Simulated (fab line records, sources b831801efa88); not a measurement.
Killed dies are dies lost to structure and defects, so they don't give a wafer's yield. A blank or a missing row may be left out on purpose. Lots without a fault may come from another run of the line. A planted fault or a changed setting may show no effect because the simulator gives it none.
Which tool did it? | flow gf180mcu | 15 lots, 45 wafers sampled, at 3 steps of a route of 602

WHAT THE GAUGES READ, wafer by wafer
GF_STI_THK_MEAS_04.
lot  | measured    | on            | STI_CVD_03_THK (nm)
L987 | day 1 23:47 | film_metro-01 | 205.9 205.2 208.0
L988 | day 2 04:35 | film_metro-03 | 206.4 205.6 205.8
L989 | day 2 09:44 | film_metro-02 | 203.5 205.2 205.3
L990 | day 2 14:35 | film_metro-03 | 205.4 206.2 203.8
L992 | day 3 00:34 | film_metro-01 | 204.7 207.5 204.8
L993 | day 3 05:35 | film_metro-03 | 210.6 209.6 209.8
L995 | day 3 15:35 | film_metro-02 | 210.5 208.2 210.1
L996 | day 3 21:34 | film_metro-02 | 210.3 209.8 210.6
L997 | day 4 01:59 | film_metro-03 | 207.1 204.3 205.0
L999 | day 4 13:26 | film_metro-03 | 210.2 211.2 209.9
L101 | day 4 21:34 | film_metro-03 | 208.8 206.6 206.8
L103 | day 5 07:34 | film_metro-02 | 208.5 206.8 206.3
L104 | day 5 13:38 | film_metro-03 | 207.0 205.8 205.9
L105 | day 5 17:34 | film_metro-02 | 210.0 210.0 207.5
L107 | day 6 03:34 | film_metro-01 | 207.9 207.5 210.0

GF_STI_THK_MEAS_30.
lot  | measured    | on            | STI_OXIDATION_02_THK (nm)
L987 | day 2 16:26 | film_metro-02 | 10.14 10.38 10.29
L988 | day 2 21:01 | film_metro-01 | 10.02 9.94 10.11
L989 | day 3 02:13 | film_metro-03 | 10.16 10.06 10.13
L990 | day 3 07:28 | film_metro-02 | 10.32 10.26 10.27
L992 | day 3 18:20 | film_metro-01 | 10.08 9.87 9.98
L993 | day 3 23:07 | film_metro-03 | 10.12 9.92 10.08
L995 | day 4 08:46 | film_metro-01 | 10.06 10.08 10.08
L996 | day 4 15:05 | film_metro-02 | 9.97 9.81 9.95
L997 | day 4 19:37 | film_metro-01 | 10.07 10.04 10.05
L999 | day 5 08:41 | film_metro-02 | 10.38 10.19 10.15
L101 | day 5 16:40 | film_metro-03 | 9.67 9.71 9.73
L103 | day 6 02:49 | film_metro-03 | 10.13 10.12 10.10
L104 | day 6 09:44 | film_metro-01 | 9.63 9.59 9.81
L105 | day 6 13:20 | film_metro-01 | 9.77 9.93 9.84
L107 | day 7 03:02 | film_metro-01 | 10.28 10.22 10.20

GF_DNWELL_TW_MEAS_09.
lot  | measured    | on            | DNWELL_TW
L987 | day 3 04:23 | film_metro-02 | 1340 1339 1335
L988 | day 3 10:21 | film_metro-03 | 1350 1351 1350
L989 | day 3 15:27 | film_metro-02 | 1346 1343 1346
L990 | day 3 20:32 | film_metro-02 | 1349 1347 1347
L992 | day 4 07:44 | film_metro-03 | 1345 1349 1353
L993 | day 4 12:48 | film_metro-02 | 1347 1356 1359
L995 | day 4 22:44 | film_metro-02 | 1342 1344 1340
L996 | day 5 05:29 | film_metro-04 | 1370 1360 1358
L997 | day 5 09:13 | film_metro-04 | 1354 1349 1346
L999 | day 5 23:14 | film_metro-02 | 1335 1340 1331
L101 | day 6 07:44 | film_metro-04 | 1360 1357 1355
L103 | day 6 17:54 | film_metro-03 | 1347 1349 1351
L104 | day 7 01:05 | film_metro-04 | 1346 1351 1347
L105 | day 7 09:50 | film_metro-04 | 1352 1349 1358
L107 | day 7 17:20 | film_metro-03 | 1353 1348 1349

WHICH TOOL RAN EACH LOT (tool, then ch and the chambers of the sampled wafers, then the start)
The record holds no process step before these readings.

WHAT THE TOOLS THEMSELVES READ (means of the sampled wafers that have a number; where no wafer has one, the mark that the record gives instead)
The record holds no such reading with a usual standard deviation.

THE ANSWER, worked out from the rows above alone
Rule: what is usual is taken from the lots themselves. Put in order of their means at a reading, lots are off if they are a third of the lots or fewer, leave a main group of 4 or more, and stand apart from it by a gap of 3 or more times the standard deviation of the main group's means; of several such gaps the widest counts. A main group whose means are all the same, to the digits that the tables above print for the reading, isn't used. A lot without any number at a reading at which 4 lots or more have one is off too. The other lots that the step has rows for count as sound. The gauges are gone through in route order, then the tools' own readings, and for those a lot's mean is taken as printed above. The first step at which some lot is off is used, and at that step the reading that is off furthest; a lot without a number counts as furthest.
No lot is off at any reading shown: from this, nothing can be told.

WHAT THE SIMULATOR HAD PUT IN
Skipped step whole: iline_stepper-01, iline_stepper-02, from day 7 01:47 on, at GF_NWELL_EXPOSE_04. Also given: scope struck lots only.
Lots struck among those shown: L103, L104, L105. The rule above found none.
